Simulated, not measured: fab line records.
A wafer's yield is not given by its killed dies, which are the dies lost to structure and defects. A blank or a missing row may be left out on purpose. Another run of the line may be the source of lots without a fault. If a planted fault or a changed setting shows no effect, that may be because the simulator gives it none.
Comparing a struck lot with a sound one :: flow sky130 :: 15 out of 708 route steps
Sound: these wafers, L385.1, L385.3, L385.5. Struck: wafer L394.4. (L394.1, L394.2 of the same lot were not struck and are left out.) The cause comes at the end.
Each step with rows lists, per side, the tool, then ch with its chambers, then its first start. Under that, the readings that differ: sound wafers :: struck wafers :: difference of the means :: sigmas: that difference in standard deviations of wafers without a fault.
alike: readings with means less than 2 such deviations apart, plus words and numbers identical on both sides. not compared: withheld readings, readings lacking a value on some wafer, bounds such as >300 that could conceal the same value, and numbers that have no deviation in the record and whose values overlap.
A row with sigmas, a row that says differs or no value, or rows on one side alone: a step with any of these is where the two part. Numbers that don't overlap but have no deviation are shown without sigmas and don't part them. Lack of a reading on every wafer of one side parts them only where that side has two or more wafers.

first, 1 step without rows for these wafers: SKY_CONTACT_ETCH_17 (etches SiO2 in C4F8/O2/Ar, stops on Si3N4, target depth 340 nm).
SKY_CONTACT_ETCH_18: etches Si3N4 in CHF3/O2, stops on TiN, time 39 s, target depth 75 nm.
  sound: rieDiel-03 ch 0,1,2; struck: rieDiel-01 ch 3
  alike: drypumpMotorCurrentA, oesProductAu, throttleValvePct
  not compared: rfHoursCounterH
SKY_CONTACT_STRIP_19: strips in O2/N2.
  sound on plasmaAsher-03 ch 0,1, day 33 10:19; struck on plasmaAsher-04 ch 1, day 36 00:22
reading: stripTimeToEndpointS (s)
sound: 3.62 3.71 3.63
struck: 3.58
difference: -0.07
sigmas: -2
  alike: drypumpMotorCurrentA, oesProductAu
  not compared: rfHoursCounterH
then, 3 steps without rows for these wafers: SKY_CONTACT_STRIP_20 (strips in post etch residue remover, time 1200 s); SKY_CONTACT_CLEAN_21 (cleans in IPA, time 180 s); SKY_CONTACT_CLEAN_22 (cleans in O3/DIW).
SKY_CONTACT_SPUTTER_23: material TiN, target thk 20 nm, time 80 s.
  sound on pvdSputter-03 at day 33 10:58; struck on pvdSputter-04 at day 36 00:58
reading: cathodeDcPowerW (W)
sound: 3999.5 3998.9 4000.0
struck: 4001.0
difference: +1.5
sigmas: +2
  alike: throttleValvePct
SKY_CONTACT_CVD_24: deposits W, target thk 340 nm, time 102.12 s.
  sound on cvdW-02 ch 0,1, day 33 11:01; struck on cvdW-02 ch 0, day 36 01:01
  alike: heaterPowerW
SKY_CONTACT_RS_MEAS_25: measures by four-point-probe.
  sound on filmMetro-02 at day 33 11:08; struck on filmMetro-02 at day 36 01:08
  alike: CONTACT_W_RS
SKY_CONTACT_THK_MEAS_26: measures by xrf.
  sound on filmMetro-02 at day 33 11:15; struck on filmMetro-02 at day 36 01:15
  alike: CONTACT_W_THK
then, 1 step without rows for these wafers: SKY_CONTACT_CMP_27 (polishes, stops on SiO2, t overpolish 15 s, target thk 0 nm).
SKY_METAL1_SPUTTER_00: material Ti, target thk 15 nm, time 10 s.
  sound on pvdSputter-02 at day 33 11:37; struck on pvdSputter-01 at day 36 01:37
  alike: cathodeDcPowerW, throttleValvePct
SKY_METAL1_SPUTTER_01: material TiN, target thk 20 nm, time 16.4 s.
  sound on pvdSputter-02 at day 33 11:38; struck on pvdSputter-01 at day 36 01:38
reading: cathodeDcPowerW (W)
sound: 6498.9 6500.8 6497.8
struck: 8686.4
difference: +2187.2
sigmas: +99 or more

reading: model.TiN_of_METAL1_SPUTTER_01.thkNm (nm)
sound: 19.75 19.66 19.59
struck: 26.34
difference: +6.67
sigmas: 
  alike: throttleValvePct
then, 1 step without rows for these wafers: SKY_METAL1_SPUTTER_02 (material AlCu, target thk 250 nm, time 13.3 s).
-- the record jumps here: 13 days lie between the struck wafers' starts before and after (it left off in module METAL1 and takes up again in module PAD_OPEN, whose first step shown is number 708 of the route) --
SKY_PAD_OPEN_PROBE_99:
  sound on prober-02 at day 47 02:58; struck on prober-01 at day 49 03:02
reading: killedAtFrontEnd
sound: 19 21 17
struck: 8
difference: -11
sigmas: -2
  alike: defectLimitedYield, killed_at_M0_to_M3, killed_at_M4_up, killedAtContacts, killedAtOther, killedDies, killedOpen, killedShort, sort_bin_3_pad_short, sort_bin_5_function, sort_bin_6_memory, sortNPass, sortYieldPct

== WHERE THEY PART ==
First at SKY_CONTACT_STRIP_19; last, within this record, at SKY_PAD_OPEN_PROBE_99.

WHY: what had been put in by the simulator
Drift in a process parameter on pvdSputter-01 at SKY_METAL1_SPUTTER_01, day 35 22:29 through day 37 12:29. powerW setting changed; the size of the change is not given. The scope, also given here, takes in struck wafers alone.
